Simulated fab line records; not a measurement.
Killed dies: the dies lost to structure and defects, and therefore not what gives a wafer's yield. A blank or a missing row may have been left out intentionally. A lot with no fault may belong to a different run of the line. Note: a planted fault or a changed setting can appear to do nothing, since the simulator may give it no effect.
Struck lot and sound lot, side by side -- flow gf180mcu -- 14 out of 602 route steps
Sound: wafers L483.1, L483.3, L483.4. Struck: wafers L489.2, L489.3, L489.6. The cause comes at the end.
At each step with rows: each side's tool, then ch and its chambers, then its first start. Under that, the readings that differ: sound wafers -- struck wafers -- difference of the means -- sigmas: that difference in standard deviations of wafers without a fault.
alike: a reading whose means differ by less than 2 such deviations, as well as words and numbers matching on both sides. not compared: withheld readings; readings where some wafer has no value; bounds like >300 that might hide an equal value; numbers whose values overlap and for which the record gives no deviation.
A row with sigmas, a row that says differs or no value, or rows on one side alone: a step with any of these is where the two part. Numbers that have no deviation but don't overlap get no sigmas and don't part them. A reading missing from all wafers of one side parts the sides only when that side holds two or more wafers.

GF_M1_SPUTTER_01: material TiN, target thk 30 nm, time 25 s.
  sound: pvd sputter-04 at day 17 14:43; struck: pvd sputter-04 at day 19 22:08
  alike: throttle valve pct
GF_M1_SPUTTER_02: material AlCu, target thk 450 nm, time 23.9 s.
  sound: pvd sputter-04 at day 17 14:45; struck: pvd sputter-04 at day 19 22:10
  alike: throttle valve pct
GF_M1_SPUTTER_03: material Ti, target thk 10 nm, time 6.7 s.
  sound: pvd sputter-04 at day 17 14:47; struck: pvd sputter-04 at day 19 22:12
  alike: throttle valve pct
GF_M1_SPUTTER_04: material TiN, target thk 50 nm, time 41.7 s.
  sound: pvd sputter-04 at day 17 14:48; struck: pvd sputter-04 at day 19 22:13
  alike: throttle valve pct
GF_M1_RS_MEAS_05: a four-point-probe measurement.
  sound: film metro-04 at day 17 14:50; struck: film metro-02 at day 19 22:17
reading,sound,struck,difference,sigmas
M1_ALCU_RS (ohm/sq),0.0712 0.0708 0.0716,0.0694 0.0694 0.0697,-0.0017,-2
GF_M1_THK_MEAS_06: measures by xrf.
  sound: film metro-04 at day 17 14:58; struck: film metro-02 at day 19 22:23
  alike: M1_ALCU_THK
then, 6 steps without rows for these wafers: GF_M1_DEHYDRATE_07 (time 60 s); GF_M1_HMDS_08 (prime time 60 s); GF_M1_COAT_09 (resist thk 1000 nm); GF_M1_SOFTBAKE_10 (time 60 s); GF_M1_EXPOSE_11 (exposes mask Metal1, target cd 230 nm); GF_M1_PEB_12 (peb time 86.34 s).
GF_M1_DEVELOP_13: develop time 60 s.
  struck on litho track-02, day 20 22:27; sound on litho track-02 ch 0, day 18 14:16
  no value came back on the struck wafers for chill plate temp C (C), develop time s (s); on the sound wafers chill plate temp C (C) reads 22.93 22.93 23.08
reading,sound,struck,difference,sigmas
model.KrF_of_M1_COAT_09.thk nm (nm),981.3 985.5 981.6,999.3 998.7 1000,+16.5,
GF_M1_CD_MEAS_14: target cd 230 nm.
  sound: cd sem-01 at day 18 14:25; struck: cd sem-01 at day 20 22:35
reading,sound,struck,difference,sigmas
cd nm (nm),231.0 230.2 231.4,- - -,no value on the struck wafers,

WHERE THEY PART
At GF_M1_RS_MEAS_05 first; at GF_M1_CD_MEAS_14 last (within this record only).

WHY: the cause the simulator had injected
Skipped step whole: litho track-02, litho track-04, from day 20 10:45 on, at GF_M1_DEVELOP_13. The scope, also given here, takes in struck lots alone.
